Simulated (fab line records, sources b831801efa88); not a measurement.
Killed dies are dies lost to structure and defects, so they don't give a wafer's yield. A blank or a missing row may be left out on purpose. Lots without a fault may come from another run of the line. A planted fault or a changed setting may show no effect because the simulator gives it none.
Which tool did it? | flow gf180mcu | 13 lots, 39 wafers sampled, at 4 steps of a route of 602

WHAT THE GAUGES READ, wafer by wafer
GF_M3_CD_MEAS_14: target cd 280 nm.
lot  | measured     | on        | cd_nm (nm)
L338 | day 21 12:52 | cd_sem-02 | 278.3 278.9 278.0
L339 | day 21 21:01 | cd_sem-01 | 282.2 283.6 282.5
L340 | day 22 02:47 | cd_sem-02 | 282.0 282.1 281.4
L341 | day 22 09:11 | cd_sem-02 | 279.2 280.2 279.0
L342 | day 22 20:46 | cd_sem-02 | 281.6 281.4 281.3
L347 | day 24 09:41 | cd_sem-02 | 280.0 279.8 280.3
L350 | day 25 22:02 | cd_sem-01 | 282.3 282.7 283.0
L355 | day 27 09:47 | cd_sem-01 | 280.6 281.1 280.4
L356 | day 27 16:32 | cd_sem-02 | 278.9 278.9 279.1
L358 | day 28 09:01 | cd_sem-01 | 277.9 279.0 279.8
L359 | day 28 15:08 | cd_sem-02 | 278.5 278.5 278.0
L360 | day 28 23:06 | cd_sem-02 | 282.1 282.1 283.4
L361 | day 29 00:28 | cd_sem-02 | 277.2 278.2 277.9

WHICH TOOL RAN EACH LOT (tool, then ch and the chambers of the sampled wafers, then the start)
lot  | GF_VT_IMPLANT_STRIP_31               | GF_PSD_STRIP_10                      | GF_SALICIDE_SPUTTER_03
L338 | plasma_asher-02 ch 0,1, day 6 23:58  | plasma_asher-01 ch 0,1, day 14 11:02 | pvd_sputter-01, day 15 08:49
L339 | plasma_asher-04 ch 0,1, day 7 07:48  | plasma_asher-02 ch 0,1, day 14 15:48 | pvd_sputter-02, day 15 14:13
L340 | plasma_asher-02 ch 0,1, day 7 09:58  | plasma_asher-02 ch 0,1, day 14 21:04 | pvd_sputter-02, day 15 19:07
L341 | plasma_asher-02 ch 0,1, day 7 17:20  | plasma_asher-01 ch 0,1, day 15 03:16 | pvd_sputter-02, day 16 01:09
L342 | plasma_asher-02 ch 0,1, day 8 00:28  | plasma_asher-02 ch 0,1, day 15 14:26 | pvd_sputter-03, day 16 12:30
L347 | plasma_asher-03 ch 0,1, day 9 05:42  | plasma_asher-01 ch 0,1, day 17 02:10 | pvd_sputter-03, day 18 02:45
L350 | plasma_asher-03 ch 0,1, day 10 02:43 | plasma_asher-01 ch 0,1, day 18 05:05 | pvd_sputter-03, day 19 07:04
L355 | plasma_asher-02 ch 0,1, day 11 11:13 | plasma_asher-03 ch 0,1, day 20 05:29 | pvd_sputter-01, day 21 06:07
L356 | plasma_asher-04 ch 0,1, day 11 18:10 | plasma_asher-01 ch 0,1, day 20 11:44 | pvd_sputter-02, day 21 12:24
L358 | plasma_asher-02 ch 0,1, day 12 05:59 | plasma_asher-02 ch 0,1, day 21 09:13 | pvd_sputter-03, day 22 09:01
L359 | plasma_asher-04 ch 0,1, day 12 15:53 | plasma_asher-03 ch 0,1, day 21 16:52 | pvd_sputter-02, day 22 17:23
L360 | plasma_asher-04 ch 0,1, day 12 20:29 | plasma_asher-02 ch 0,1, day 22 03:56 | pvd_sputter-02, day 23 04:30
L361 | plasma_asher-03 ch 0,1, day 13 02:18 | plasma_asher-02 ch 0,1, day 22 06:05 | pvd_sputter-03, day 23 06:06
- GF_VT_IMPLANT_STRIP_31: strips in O2/N2.
- GF_PSD_STRIP_10: strips in O2/N2.
- GF_SALICIDE_SPUTTER_03: material TiN, target thk 20 nm, time 16.7 s.

WHAT THE TOOLS THEMSELVES READ (means of the sampled wafers that have a number; where no wafer has one, the mark that the record gives instead)
GF_VT_IMPLANT_STRIP_31.
lot  | tool            | drypump_motor_current_A (A) | heater_power_w (W) | o2_flow_sccm (sccm) | oes_product_au (a.u.) | strip_time_to_endpoint_s (s)
L338 | plasma_asher-02 | 5.6                         | 380                | 3004                | 0.716                 | 12.61
L339 | plasma_asher-04 | 5.5                         | 290                | 3012                | 0.711                 | 12.63
L340 | plasma_asher-02 | 5.1                         | 367                | 2999                | 0.717                 | 12.64
L341 | plasma_asher-02 | 5.6                         | 381                | 3000                | 0.715                 | 12.63
L342 | plasma_asher-02 | 5.6                         | 377                | 2999                | 0.714                 | 12.65
L347 | plasma_asher-03 | 6.0                         | 305                | 2995                | 0.712                 | 12.63
L350 | plasma_asher-03 | 6.0                         | 312                | 2997                | 0.716                 | 12.72
L355 | plasma_asher-02 | 5.6                         | 373                | 3007                | 0.715                 | 12.65
L356 | plasma_asher-04 | 5.2                         | 310                | 2998                | 0.715                 | 12.59
L358 | plasma_asher-02 | 5.6                         | 370                | 2987                | 0.721                 | 12.65
L359 | plasma_asher-04 | 5.1                         | 311                | 3009                | 0.715                 | 12.67
L360 | plasma_asher-04 | 5.5                         | 291                | 3008                | 0.712                 | 12.67
L361 | plasma_asher-03 | 5.9                         | 305                | 2990                | 0.716                 | 12.67

GF_PSD_STRIP_10.
lot  | tool            | drypump_motor_current_A (A) | heater_power_w (W) | o2_flow_sccm (sccm) | oes_product_au (a.u.) | strip_time_to_endpoint_s (s)
L338 | plasma_asher-01 | 6.0                         | 331                | 3005                | 0.593                 | 16.48
L339 | plasma_asher-02 | 5.6                         | 379                | 3003                | 0.595                 | 16.55
L340 | plasma_asher-02 | 5.6                         | 372                | 3001                | 0.594                 | 16.56
L341 | plasma_asher-01 | 6.0                         | 333                | 3000                | 0.589                 | 16.56
L342 | plasma_asher-02 | 5.1                         | 370                | 2996                | 0.593                 | 16.51
L347 | plasma_asher-01 | 6.0                         | 332                | 2998                | 0.597                 | 16.50
L350 | plasma_asher-01 | 6.0                         | 332                | 3000                | 0.587                 | 16.47
L355 | plasma_asher-03 | 6.0                         | 313                | 2998                | 0.591                 | 16.54
L356 | plasma_asher-01 | 5.6                         | 330                | 2997                | 0.591                 | 16.57
L358 | plasma_asher-02 | 5.6                         | 365                | 3006                | 0.594                 | 16.47
L359 | plasma_asher-03 | 6.0                         | 314                | 2992                | 0.591                 | 16.54
L360 | plasma_asher-02 | 5.1                         | 369                | 3006                | 0.592                 | 16.53
L361 | plasma_asher-02 | 5.6                         | 362                | 3005                | 0.588                 | 16.51

GF_SALICIDE_SPUTTER_03.
lot  | tool           | chamber_pressure_pa (Pa) | throttle_valve_pct (%)
L338 | pvd_sputter-01 | 0.4001                   | 30.6
L339 | pvd_sputter-02 | 0.3996                   | 30.1
L340 | pvd_sputter-02 | 0.4001                   | 29.7
L341 | pvd_sputter-02 | 0.3995                   | 31.0
L342 | pvd_sputter-03 | 0.4009                   | 30.4
L347 | pvd_sputter-03 | 0.3662                   | 31.2
L350 | pvd_sputter-03 | 0.3830                   | 31.2
L355 | pvd_sputter-01 | 0.4002                   | 30.6
L356 | pvd_sputter-02 | 0.4002                   | 28.8
L358 | pvd_sputter-03 | 0.3998                   | 30.7
L359 | pvd_sputter-02 | 0.3994                   | 30.3
L360 | pvd_sputter-02 | 0.4008                   | 30.2
L361 | pvd_sputter-03 | 0.4000                   | 29.0

THE ANSWER, worked out from the rows above alone
Rule: what is usual is taken from the lots themselves. Put in order of their means at a reading, lots are off if they are a third of the lots or fewer, leave a main group of 4 or more, and stand apart from it by a gap of 3 or more times the standard deviation of the main group's means; of several such gaps the widest counts. A main group whose means are all the same, to the digits that the tables above print for the reading, isn't used. A lot without any number at a reading at which 4 lots or more have one is off too. The other lots that the step has rows for count as sound. The gauges are gone through in route order, then the tools' own readings, and for those a lot's mean is taken as printed above. The first step at which some lot is off is used, and at that step the reading that is off furthest; a lot without a number counts as furthest.
Off: L347, L350, at GF_SALICIDE_SPUTTER_03 (chamber_pressure_pa). The main group: mean 0.4001 Pa, standard deviation 0.00046.
A tool fits if, at that step or a process step before it, it ran every lot that is off, and no sound lot after the first of them. None of those tried fits.

WHAT THE SIMULATOR HAD PUT IN
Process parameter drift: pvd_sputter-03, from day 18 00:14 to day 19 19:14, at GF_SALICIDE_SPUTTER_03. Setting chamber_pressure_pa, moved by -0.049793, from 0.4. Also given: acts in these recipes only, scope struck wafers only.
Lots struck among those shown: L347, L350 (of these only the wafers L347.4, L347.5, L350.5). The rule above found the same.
